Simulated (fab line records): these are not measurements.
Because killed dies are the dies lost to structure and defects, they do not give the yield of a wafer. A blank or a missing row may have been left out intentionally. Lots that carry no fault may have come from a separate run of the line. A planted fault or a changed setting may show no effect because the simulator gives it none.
A struck lot beside a sound one + flow sky130 + 15 steps out of a route of 708
Sound: the wafers L743.1, L743.3, L743.4. Wafers struck: L750.1, L750.3, L750.5. The cause is given at the end.
At each step with rows: each side's tool, then ch and its chambers, then its first start. Under that, the readings that differ: sound wafers + struck wafers + difference of the means + sigmas: that difference in standard deviations of wafers without a fault.
alike: readings with means less than 2 such deviations apart, plus words and numbers identical on both sides. not compared: withheld readings, readings lacking a value on some wafer, bounds such as >300 that could conceal the same value, and numbers that have no deviation in the record and whose values overlap.
A row with sigmas, a row that says differs or no value, or rows on one side alone: a step with any of these is where the two part. Numbers that don't overlap but have no deviation are shown without sigmas and don't part them. A reading that every wafer of one side lacks parts them only if that side has two wafers or more.

SKY_LDD_HVN_OVL_MEAS_07:
  sound: overlay-01 at day 21 09:28; struck: overlay-02 at day 24 03:28
| reading          | sound       | struck         | difference | sigmas |
|------------------|-------------|----------------|------------|--------|
| LDD_HVN_OVL (nm) | 1.6 1.4 0.8 | -0.5 -1.8 -2.1 | -2.7       | -2     |
next, for these wafers, 1 step has no rows: SKY_LDD_HVN_IMPLANT_08.
SKY_LDD_HVN_STRIP_09: strips in O2/N2.
  sound on plasma-asher-04 ch 0,1, day 21 09:39; struck on plasma-asher-02 ch 0,1, day 24 03:48
  alike: drypump-motor-current-A, oes-product-au, strip-time-to-endpoint-s
  not compared: rf-hours-counter-h
SKY_LDD_HVN_TW_MEAS_10:
  sound: film-metro-03 at day 21 09:45; struck: film-metro-02 at day 24 03:54
| reading    | sound          | struck         | difference | sigmas |
|------------|----------------|----------------|------------|--------|
| LDD_HVN_TW | 1464 1471 1464 | 1405 1403 1414 | -59        | -2     |
then, 7 steps without rows for these wafers: SKY_LDD_HVP_DEHYDRATE_00 (time 60 s); SKY_LDD_HVP_HMDS_01 (prime time 60 s); SKY_LDD_HVP_COAT_02 (resist thk 300 nm); SKY_LDD_HVP_SOFTBAKE_03 (time 60 s); SKY_LDD_HVP_EXPOSE_04 (exposes mask HVPTM, target cd 700 nm); SKY_LDD_HVP_PEB_05; SKY_LDD_HVP_DEVELOP_06 (develop time 60 s).
SKY_LDD_HVP_OVL_MEAS_07:
  sound: overlay-01 at day 22 15:25; struck: overlay-01 at day 25 08:56
  alike: LDD_HVP_OVL
SKY_LDD_HVP_IMPLANT_08:
  sound on implanter-03 ch 0, day 22 15:27; struck on implanter-03 ch 0, day 25 09:01
| reading                   | sound                | struck               | difference | sigmas      |
|---------------------------|----------------------|----------------------|------------|-------------|
| beam-energy-keV           | 19.994 20.000 19.987 | 17.678 17.684 17.694 | -2.308     | -99 or more |
| model.implant.rp-nm (nm)  | 63.94 63.94 63.94    | 56.99 56.99 56.99    | -6.95      |             |
| model.implant.drp-nm (nm) | 28.53 28.53 28.53    | 26.14 26.14 26.14    | -2.39      |             |
  alike: faraday-current-uA
SKY_LDD_HVP_STRIP_09: strips in O2/N2.
  sound on plasma-asher-02 ch 0,1, day 22 15:36; struck on plasma-asher-02 ch 1, day 25 09:10
  alike: drypump-motor-current-A, oes-product-au, strip-time-to-endpoint-s
  not compared: rf-hours-counter-h
-- a jump in the record: the struck wafers' starts before and after are 23 days apart (it breaks off in module LDD_HVP and resumes in module PAD_OPEN, where the first step shown is number 708 of the route) --
SKY_PAD_OPEN_PROBE_99:
  sound: prober-02 at day 46 08:31; struck: prober-01 at day 48 07:41
| reading                        | sound          | struck         | difference | sigmas |
|--------------------------------|----------------|----------------|------------|--------|
| model.etest.tip_p_5v.rs-ohm-sq | 2837 2825 2843 | 2901 2910 2910 | +72        |        |
  alike: killed_at_M0_to_M3, killed_at_M4_up, killed-at-contacts, killed-at-front-end, killed-at-other, killed-dies, killed-open, killed-short

WHERE THEY PART
First at SKY_LDD_HVN_OVL_MEAS_07; last, within this record, at SKY_LDD_HVP_IMPLANT_08. Later steps at which nothing parts them and some readings are alike: SKY_LDD_HVP_STRIP_09, SKY_PAD_OPEN_PROBE_99.

WHY: what had been put in by the simulator
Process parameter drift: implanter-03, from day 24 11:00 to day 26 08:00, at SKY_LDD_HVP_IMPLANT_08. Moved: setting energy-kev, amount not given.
